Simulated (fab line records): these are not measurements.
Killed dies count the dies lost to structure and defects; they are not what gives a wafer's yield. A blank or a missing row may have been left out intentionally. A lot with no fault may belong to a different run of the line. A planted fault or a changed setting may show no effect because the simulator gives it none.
What tool caused it? ; flow gf180mcu ; 13 lots with 39 wafers sampled at 3 steps, on a route of 602 steps

== WHAT THE GAUGES READ, wafer by wafer ==
GF_V2_THK_MEAS_01. Usual: V2_CVD_00_THK 599 nm, standard deviation 7.4.
lot;measured;on;V2_CVD_00_THK (nm);flag
L824;day 19 10:33;film_metro-04;596 603 611;
L826;day 20 08:28;film_metro-02;596 603 590;
L828;day 21 05:20;film_metro-04;593 587 600;
L829;day 21 12:39;film_metro-03;599 601 608;
L830;day 21 19:04;film_metro-04;615 612 619;
L836;day 23 23:58;film_metro-02;607 594 587;
L837;day 24 12:42;film_metro-04;596 604 591;
L838;day 24 16:01;film_metro-02;601 606 606;
L839;day 25 00:05;film_metro-03;593 592 585;
L840;day 25 13:29;film_metro-02;599 592 595;
L842;day 25 21:38;film_metro-03;603 600 596;
L843;day 26 08:34;film_metro-04;587 597 587;
L846;day 27 04:25;film_metro-04;599 597 599;

== TOOL THAT RAN EACH LOT (tool first, then ch and the chambers of the sampled wafers, then the start) ==
lot;GF_M2_METAL_ETCH_16;GF_M2_STRIP_17
L824;rie_metal-02 ch 1, day 19 09:43;plasma_asher-03 ch 0,1, day 19 09:56
L826;rie_metal-04 ch 0,1, day 20 07:38;plasma_asher-04 ch 0,1, day 20 07:46
L828;rie_metal-04 ch 0,1, day 21 04:37;plasma_asher-03 ch 0,1, day 21 04:44
L829;rie_metal-01 ch 1, day 21 11:53;plasma_asher-02 ch 0,1, day 21 12:03
L830;rie_metal-04 ch 0, day 21 18:19;plasma_asher-04 ch 0,1, day 21 18:27
L836;rie_metal-02 ch 0,1, day 23 23:13;plasma_asher-03 ch 0,1, day 23 23:21
L837;rie_metal-04 ch 0,1, day 24 11:55;plasma_asher-02 ch 1, day 24 12:03
L838;rie_metal-04 ch 0,1, day 24 15:16;plasma_asher-04 ch 0,1, day 24 15:23
L839;rie_metal-02 ch 0,1, day 24 23:22;plasma_asher-03 ch 0,1, day 24 23:29
L840;rie_metal-01 ch 0,1, day 25 12:06;plasma_asher-02 ch 0,1, day 25 12:16
L842;rie_metal-01 ch 0,1, day 25 20:25;plasma_asher-02 ch 0,1, day 25 20:33
L843;rie_metal-01 ch 0,1, day 26 07:52;plasma_asher-04 ch 0,1, day 26 07:59
L846;rie_metal-02 ch 0,1, day 27 03:19;plasma_asher-03 ch 0, day 27 03:27
- GF_M2_METAL_ETCH_16: etches the open film in Cl2/BCl3, stops on SiO2, target depth 750.8 nm, time 125.1 s.
- GF_M2_STRIP_17: strips in O2/N2.

== AS READ BY THE TOOLS THEMSELVES (means over the sampled wafers that have a number; for cases with no such wafer, the mark the record gives instead) ==
GF_M2_METAL_ETCH_16. Usual: drypump_motor_current_A 5.6 A, standard deviation 0.31; mfc_cl2_sccm 80.02 sccm, standard deviation 0.24; oes_product_au 0.992 a.u., standard deviation 0.0048; throttle_valve_pct 28.226 %, standard deviation 0.0089.
lot;tool;drypump_motor_current_A (A);mfc_cl2_sccm (sccm);oes_product_au (a.u.);throttle_valve_pct (%);flag
L824;rie_metal-02;5.6;80.00;0.991;28.227;
L826;rie_metal-04;5.9;79.93;0.997;28.221;
L828;rie_metal-04;5.9;79.96;0.994;28.221;
L829;rie_metal-01;5.5;80.04;0.994;28.238;
L830;rie_metal-04;5.4;80.10;0.994;28.229;
L836;rie_metal-02;5.4;79.76;0.991;28.221;
L837;rie_metal-04;5.6;80.06;0.993;28.235;
L838;rie_metal-04;5.9;80.06;0.991;28.230;
L839;rie_metal-02;5.4;79.92;0.991;28.233;
L840;rie_metal-01;5.6;80.10;0.991;28.226;
L842;rie_metal-01;5.8;80.19;0.991;28.219;
L843;rie_metal-01;5.8;80.14;0.986;28.234;
L846;rie_metal-02;5.5;79.95;0.997;28.229;

GF_M2_STRIP_17. Usual: drypump_motor_current_A 6.1 A, standard deviation 0.49; heater_power_w 352 W, standard deviation 33; oes_product_au 0.536 a.u., standard deviation 0.0049; strip_time_to_endpoint_s 7.36 s, standard deviation 0.043.
lot;tool;drypump_motor_current_A (A);heater_power_w (W);oes_product_au (a.u.);strip_time_to_endpoint_s (s);flag
L824;plasma_asher-03;6.4;355;0.540;7.42;
L826;plasma_asher-04;5.5;310;0.538;7.42;
L828;plasma_asher-03;6.4;359;0.535;7.37;
L829;plasma_asher-02;5.6;368;0.536;7.34;
L830;plasma_asher-04;5.5;315;0.539;7.38;
L836;plasma_asher-03;6.4;352;0.533;7.33;
L837;plasma_asher-02;5.6;405;0.537;7.30;
L838;plasma_asher-04;5.8;340;0.531;7.25;
L839;plasma_asher-03;6.4;360;0.533;7.34;
L840;plasma_asher-02;5.6;371;0.537;7.39;
L842;plasma_asher-02;5.6;339;0.536;7.36;
L843;plasma_asher-04;5.8;346;0.529;7.35;
L846;plasma_asher-03;6.3;348;0.533;7.36;

== THE ANSWER, worked out from the rows above alone ==
Rule: a lot is off if the mean of its wafers that have a number lies more than 3 standard deviations from the usual mean. Also off: a lot with no number at a reading for which 4 or more lots have one. Any other lot the step has rows for is counted as sound. The gauges are gone through in route order, then the tools' own readings, and for those a lot's mean is taken as printed above. At the first step where some lot is off, the reading lying furthest off is the one used; lots without a number count as furthest.
None of the lots is off at any reading shown; this tells nothing.

== WHAT HAD BEEN PUT IN BY THE SIMULATOR ==
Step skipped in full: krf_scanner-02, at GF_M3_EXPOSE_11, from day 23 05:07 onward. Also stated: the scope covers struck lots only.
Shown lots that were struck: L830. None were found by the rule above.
